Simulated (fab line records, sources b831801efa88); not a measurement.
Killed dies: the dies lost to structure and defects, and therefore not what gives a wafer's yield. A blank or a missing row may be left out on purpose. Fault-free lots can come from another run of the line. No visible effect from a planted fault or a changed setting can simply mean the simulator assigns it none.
What tool caused it? || flow sky130 || 32 wafers from 11 lots sampled at 5 of the route's 708 steps

## WHAT THE GAUGES READ, wafer by wafer
SKY_VIA4_THK_MEAS_01. Usual: VIA4_HDPCVD_THK gives 1758 nm (standard deviation 18).
{"lot": "L753", "measured": "day 42 03:47", "on": "film_metro-03", "VIA4_HDPCVD_THK (nm)": "1746 1741 1757", "flag": ""}
{"lot": "L756", "measured": "day 43 04:46", "on": "film_metro-04", "VIA4_HDPCVD_THK (nm)": "1776 1750 1737", "flag": ""}
{"lot": "L757", "measured": "day 43 09:25", "on": "film_metro-01", "VIA4_HDPCVD_THK (nm)": "1786 1790 1772", "flag": ""}
{"lot": "L759", "measured": "day 44 02:13", "on": "film_metro-01", "VIA4_HDPCVD_THK (nm)": "1746 1747 1757", "flag": ""}
{"lot": "L761", "measured": "day 44 09:34", "on": "film_metro-04", "VIA4_HDPCVD_THK (nm)": "1773 1772 1801", "flag": ""}
{"lot": "L762", "measured": "day 44 13:06", "on": "film_metro-03", "VIA4_HDPCVD_THK (nm)": "1715 1720 1733", "flag": ""}
{"lot": "L764", "measured": "day 45 01:52", "on": "film_metro-03", "VIA4_HDPCVD_THK (nm)": "1756 1930 1756 1756 1928 1755", "flag": "OFF"}
{"lot": "L767", "measured": "day 45 21:55", "on": "film_metro-03", "VIA4_HDPCVD_THK (nm)": "1775 1735", "flag": ""}
{"lot": "L772", "measured": "day 47 05:08", "on": "film_metro-03", "VIA4_HDPCVD_THK (nm)": "1789 1750 1745", "flag": ""}
{"lot": "L773", "measured": "day 47 09:57", "on": "film_metro-01", "VIA4_HDPCVD_THK (nm)": "1749 1776 1753", "flag": ""}
{"lot": "L775", "measured": "day 48 05:36", "on": "film_metro-01", "VIA4_HDPCVD_THK (nm)": "1775 1758 1759", "flag": ""}

## EACH LOT AND THE TOOL THAT RAN IT (in order: tool; ch and the chambers of the sampled wafers; start)
{"lot": "L753", "SKY_VIA3_SPUTTER_20": "pvd_sputter-03, day 40 01:22", "SKY_VIA3_CMP_24": "cmp-02 ch 0,2, day 40 01:47", "SKY_METAL4_ETCH_16": "rie_metal-04 ch 0, day 42 02:38", "SKY_VIA4_HDPCVD_00": "hdpcvd-02 ch 0,1,2, day 42 03:36"}
{"lot": "L756", "SKY_VIA3_SPUTTER_20": "pvd_sputter-01, day 41 03:16", "SKY_VIA3_CMP_24": "cmp-01 ch 0,2,3, day 41 03:41", "SKY_METAL4_ETCH_16": "rie_metal-04 ch 1, day 43 03:36", "SKY_VIA4_HDPCVD_00": "hdpcvd-02 ch 0,1, day 43 04:35"}
{"lot": "L757", "SKY_VIA3_SPUTTER_20": "pvd_sputter-01, day 41 07:20", "SKY_VIA3_CMP_24": "cmp-01 ch 0,1,3, day 41 07:45", "SKY_METAL4_ETCH_16": "rie_metal-03 ch 0,1, day 43 08:16", "SKY_VIA4_HDPCVD_00": "hdpcvd-01 ch 0,1,2, day 43 09:10"}
{"lot": "L759", "SKY_VIA3_SPUTTER_20": "pvd_sputter-03, day 42 00:35", "SKY_VIA3_CMP_24": "cmp-02 ch 0,2, day 42 01:01", "SKY_METAL4_ETCH_16": "rie_metal-03 ch 1, day 44 01:04", "SKY_VIA4_HDPCVD_00": "hdpcvd-01 ch 1,2, day 44 02:01"}
{"lot": "L761", "SKY_VIA3_SPUTTER_20": "pvd_sputter-03, day 42 08:56", "SKY_VIA3_CMP_24": "cmp-01 ch 1,2, day 42 09:20", "SKY_METAL4_ETCH_16": "rie_metal-03 ch 0,1, day 44 08:23", "SKY_VIA4_HDPCVD_00": "hdpcvd-01 ch 0,2, day 44 09:20"}
{"lot": "L762", "SKY_VIA3_SPUTTER_20": "pvd_sputter-02, day 42 13:14", "SKY_VIA3_CMP_24": "cmp-02 ch 0,1,3, day 42 13:43", "SKY_METAL4_ETCH_16": "rie_metal-03 ch 0,1, day 44 12:03", "SKY_VIA4_HDPCVD_00": "hdpcvd-02 ch 0,2, day 44 12:54"}
{"lot": "L764", "SKY_VIA3_SPUTTER_20": "pvd_sputter-03, day 43 02:50", "SKY_VIA3_CMP_24": "cmp-01 ch 0,2, day 43 03:15", "SKY_METAL4_ETCH_16": "rie_metal-02 ch 0,1, day 45 00:49", "SKY_VIA4_HDPCVD_00": "hdpcvd-02 ch 0,1, day 45 01:40"}
{"lot": "L767", "SKY_VIA3_SPUTTER_20": "pvd_sputter-01, day 43 23:31", "SKY_VIA3_CMP_24": "cmp-01 ch 1,2, day 43 23:56", "SKY_METAL4_ETCH_16": "rie_metal-04 ch 0,1, day 45 20:52", "SKY_VIA4_HDPCVD_00": "hdpcvd-02 ch 1,2, day 45 21:43"}
{"lot": "L772", "SKY_VIA3_SPUTTER_20": "pvd_sputter-03, day 45 10:20", "SKY_VIA3_CMP_24": "cmp-01 ch 1,2,3, day 45 10:42", "SKY_METAL4_ETCH_16": "rie_metal-04 ch 0,1, day 47 04:02", "SKY_VIA4_HDPCVD_00": "hdpcvd-01 ch 0,1,2, day 47 04:58"}
{"lot": "L773", "SKY_VIA3_SPUTTER_20": "pvd_sputter-02, day 45 14:47", "SKY_VIA3_CMP_24": "cmp-02 ch 1,2,3, day 45 15:15", "SKY_METAL4_ETCH_16": "rie_metal-02 ch 0,1, day 47 08:52", "SKY_VIA4_HDPCVD_00": "hdpcvd-01 ch 1,2, day 47 09:45"}
{"lot": "L775", "SKY_VIA3_SPUTTER_20": "pvd_sputter-02, day 46 11:11", "SKY_VIA3_CMP_24": "cmp-01 ch 1,2,3, day 46 11:32", "SKY_METAL4_ETCH_16": "rie_metal-03 ch 0,1, day 48 04:29", "SKY_VIA4_HDPCVD_00": "hdpcvd-02 ch 1,2, day 48 05:25"}
- SKY_VIA3_SPUTTER_20: material TiN, target thk 20 nm, time 80 s.
- SKY_VIA3_CMP_24: polishes, stops on SiO2, t overpolish 20 s, target thk 0 nm.
- SKY_METAL4_ETCH_16: etches BARC in N2/H2, stops on SiO2, time 88.2 s, target depth 60 nm.
- SKY_VIA4_HDPCVD_00: deposits SiO2, target thk 1750 nm, time 291.7 s.

## AS READ BY THE TOOLS THEMSELVES (means over the sampled wafers that have a number; for cases with no such wafer, the mark the record gives instead)
SKY_VIA3_SPUTTER_20. Usual: cathode_dc_power_W 4057.0 W, standard deviation 0.72; throttle_valve_pct 29.9 %, standard deviation 1.1.
{"lot": "L753", "tool": "pvd_sputter-03", "cathode_dc_power_W (W)": 4056.6, "throttle_valve_pct (%)": 30.3, "flag": ""}
{"lot": "L756", "tool": "pvd_sputter-01", "cathode_dc_power_W (W)": 4057.1, "throttle_valve_pct (%)": 28.6, "flag": ""}
{"lot": "L757", "tool": "pvd_sputter-01", "cathode_dc_power_W (W)": 4056.5, "throttle_valve_pct (%)": 28.5, "flag": ""}
{"lot": "L759", "tool": "pvd_sputter-03", "cathode_dc_power_W (W)": 4056.6, "throttle_valve_pct (%)": 30.4, "flag": ""}
{"lot": "L761", "tool": "pvd_sputter-03", "cathode_dc_power_W (W)": 4057.2, "throttle_valve_pct (%)": 30.5, "flag": ""}
{"lot": "L762", "tool": "pvd_sputter-02", "cathode_dc_power_W (W)": 4056.7, "throttle_valve_pct (%)": 30.6, "flag": ""}
{"lot": "L764", "tool": "pvd_sputter-03", "cathode_dc_power_W (W)": 4056.6, "throttle_valve_pct (%)": 30.9, "flag": ""}
{"lot": "L767", "tool": "pvd_sputter-01", "cathode_dc_power_W (W)": 4056.8, "throttle_valve_pct (%)": 28.1, "flag": ""}
{"lot": "L772", "tool": "pvd_sputter-03", "cathode_dc_power_W (W)": 4057.3, "throttle_valve_pct (%)": 30.6, "flag": ""}
{"lot": "L773", "tool": "pvd_sputter-02", "cathode_dc_power_W (W)": 4057.3, "throttle_valve_pct (%)": 30.2, "flag": ""}
{"lot": "L775", "tool": "pvd_sputter-02", "cathode_dc_power_W (W)": 4057.5, "throttle_valve_pct (%)": 30.2, "flag": ""}

SKY_VIA3_CMP_24. Usual: motor_current_A 10.4 A, standard deviation 1.3; overpolish_run_s 20.000 s, standard deviation 0.0086; time_to_endpoint_s 95 s, standard deviation 4.1.
{"lot": "L753", "tool": "cmp-02", "motor_current_A (A)": 10.4, "overpolish_run_s (s)": 20.006, "time_to_endpoint_s (s)": 99, "flag": ""}
{"lot": "L756", "tool": "cmp-01", "motor_current_A (A)": 10.2, "overpolish_run_s (s)": 19.993, "time_to_endpoint_s (s)": 93, "flag": ""}
{"lot": "L757", "tool": "cmp-01", "motor_current_A (A)": 10.1, "overpolish_run_s (s)": 20.008, "time_to_endpoint_s (s)": 91, "flag": ""}
{"lot": "L759", "tool": "cmp-02", "motor_current_A (A)": 10.0, "overpolish_run_s (s)": 19.992, "time_to_endpoint_s (s)": 103, "flag": ""}
{"lot": "L761", "tool": "cmp-01", "motor_current_A (A)": 9.1, "overpolish_run_s (s)": 20.009, "time_to_endpoint_s (s)": 96, "flag": ""}
{"lot": "L762", "tool": "cmp-02", "motor_current_A (A)": 12.1, "overpolish_run_s (s)": 20.004, "time_to_endpoint_s (s)": 98, "flag": ""}
{"lot": "L764", "tool": "cmp-01", "motor_current_A (A)": 11.0, "overpolish_run_s (s)": 20.007, "time_to_endpoint_s (s)": 92, "flag": ""}
{"lot": "L767", "tool": "cmp-01", "motor_current_A (A)": 9.4, "overpolish_run_s (s)": 20.003, "time_to_endpoint_s (s)": 93, "flag": ""}
{"lot": "L772", "tool": "cmp-01", "motor_current_A (A)": 9.0, "overpolish_run_s (s)": 19.992, "time_to_endpoint_s (s)": 98, "flag": ""}
{"lot": "L773", "tool": "cmp-02", "motor_current_A (A)": 11.1, "overpolish_run_s (s)": 19.990, "time_to_endpoint_s (s)": 95, "flag": ""}
{"lot": "L775", "tool": "cmp-01", "motor_current_A (A)": 9.4, "overpolish_run_s (s)": 20.001, "time_to_endpoint_s (s)": 96, "flag": ""}

SKY_METAL4_ETCH_16. Usual: bias_w 99.99 W, standard deviation 0.29; drypump_motor_current_A 5.80 A, standard deviation 0.23; h2_flow_sccm 200.2 sccm, standard deviation 0.6; oes_product_au 0.626 a.u., standard deviation 0.0045; throttle_valve_pct 13.204 %, standard deviation 0.0084.
{"lot": "L753", "tool": "rie_metal-04", "bias_w (W)": 100.30, "drypump_motor_current_A (A)": 5.54, "h2_flow_sccm (sccm)": 199.9, "oes_product_au (a.u.)": 0.623, "throttle_valve_pct (%)": 13.203, "flag": ""}
{"lot": "L756", "tool": "rie_metal-04", "bias_w (W)": 99.66, "drypump_motor_current_A (A)": 5.91, "h2_flow_sccm (sccm)": 199.8, "oes_product_au (a.u.)": 0.628, "throttle_valve_pct (%)": 13.208, "flag": ""}
{"lot": "L757", "tool": "rie_metal-03", "bias_w (W)": 99.84, "drypump_motor_current_A (A)": 6.06, "h2_flow_sccm (sccm)": 200.6, "oes_product_au (a.u.)": 0.623, "throttle_valve_pct (%)": 13.196, "flag": ""}
{"lot": "L759", "tool": "rie_metal-03", "bias_w (W)": 99.80, "drypump_motor_current_A (A)": 6.05, "h2_flow_sccm (sccm)": 199.6, "oes_product_au (a.u.)": 0.622, "throttle_valve_pct (%)": 13.205, "flag": ""}
{"lot": "L761", "tool": "rie_metal-03", "bias_w (W)": 99.82, "drypump_motor_current_A (A)": 6.05, "h2_flow_sccm (sccm)": 199.4, "oes_product_au (a.u.)": 0.626, "throttle_valve_pct (%)": 13.202, "flag": ""}
{"lot": "L762", "tool": "rie_metal-03", "bias_w (W)": 100.09, "drypump_motor_current_A (A)": 6.05, "h2_flow_sccm (sccm)": 199.7, "oes_product_au (a.u.)": 0.624, "throttle_valve_pct (%)": 13.208, "flag": ""}
{"lot": "L764", "tool": "rie_metal-02", "bias_w (W)": 100.20, "drypump_motor_current_A (A)": 5.57, "h2_flow_sccm (sccm)": 200.4, "oes_product_au (a.u.)": 0.626, "throttle_valve_pct (%)": 13.211, "flag": ""}
{"lot": "L767", "tool": "rie_metal-04", "bias_w (W)": 100.13, "drypump_motor_current_A (A)": 5.73, "h2_flow_sccm (sccm)": 200.5, "oes_product_au (a.u.)": 0.625, "throttle_valve_pct (%)": 13.201, "flag": ""}
{"lot": "L772", "tool": "rie_metal-04", "bias_w (W)": 99.58, "drypump_motor_current_A (A)": 5.68, "h2_flow_sccm (sccm)": 200.2, "oes_product_au (a.u.)": 0.629, "throttle_valve_pct (%)": 13.206, "flag": ""}
{"lot": "L773", "tool": "rie_metal-02", "bias_w (W)": 99.92, "drypump_motor_current_A (A)": 5.65, "h2_flow_sccm (sccm)": 200.4, "oes_product_au (a.u.)": 0.629, "throttle_valve_pct (%)": 13.203, "flag": ""}
{"lot": "L775", "tool": "rie_metal-03", "bias_w (W)": 99.81, "drypump_motor_current_A (A)": 6.04, "h2_flow_sccm (sccm)": 199.8, "oes_product_au (a.u.)": 0.629, "throttle_valve_pct (%)": 13.207, "flag": ""}

SKY_VIA4_HDPCVD_00. Usual: run_length_s reads 319.7 s (standard deviation 0.47).
{"lot": "L753", "tool": "hdpcvd-02", "run_length_s (s)": 319.8, "flag": ""}
{"lot": "L756", "tool": "hdpcvd-02", "run_length_s (s)": 319.7, "flag": ""}
{"lot": "L757", "tool": "hdpcvd-01", "run_length_s (s)": 319.4, "flag": ""}
{"lot": "L759", "tool": "hdpcvd-01", "run_length_s (s)": 319.8, "flag": ""}
{"lot": "L761", "tool": "hdpcvd-01", "run_length_s (s)": 319.4, "flag": ""}
{"lot": "L762", "tool": "hdpcvd-02", "run_length_s (s)": 319.8, "flag": ""}
{"lot": "L764", "tool": "hdpcvd-02", "run_length_s (s)": 329.7, "flag": "OFF"}
{"lot": "L767", "tool": "hdpcvd-02", "run_length_s (s)": 319.6, "flag": ""}
{"lot": "L772", "tool": "hdpcvd-01", "run_length_s (s)": 319.9, "flag": ""}
{"lot": "L773", "tool": "hdpcvd-01", "run_length_s (s)": 319.8, "flag": ""}
{"lot": "L775", "tool": "hdpcvd-02", "run_length_s (s)": 319.9, "flag": ""}

## THE ANSWER, worked out from the rows above alone
Rule: lot off if the mean of its wafers having a number is beyond 3 standard deviations from the usual mean. Also off: a lot with no number at a reading for which 4 or more lots have one. Any other lot the step has rows for is counted as sound. The gauges are gone through in route order, then the tools' own readings, and for those a lot's mean is taken as printed above. At the first step where some lot is off, the reading lying furthest off is the one used; lots without a number count as furthest.
Off: at SKY_VIA4_THK_MEAS_01 (VIA4_HDPCVD_THK), L764.
A tool fits if, at a process step before that reading, it ran every lot that is off, and no sound lot after the first of them. Not tried: the gauges at SKY_VIA4_THK_MEAS_01; whatever is off there is also off at SKY_VIA4_HDPCVD_00, on other tools, and gauge error can't account for it. None of those tried fits.

## WHAT THE SIMULATOR PUT IN
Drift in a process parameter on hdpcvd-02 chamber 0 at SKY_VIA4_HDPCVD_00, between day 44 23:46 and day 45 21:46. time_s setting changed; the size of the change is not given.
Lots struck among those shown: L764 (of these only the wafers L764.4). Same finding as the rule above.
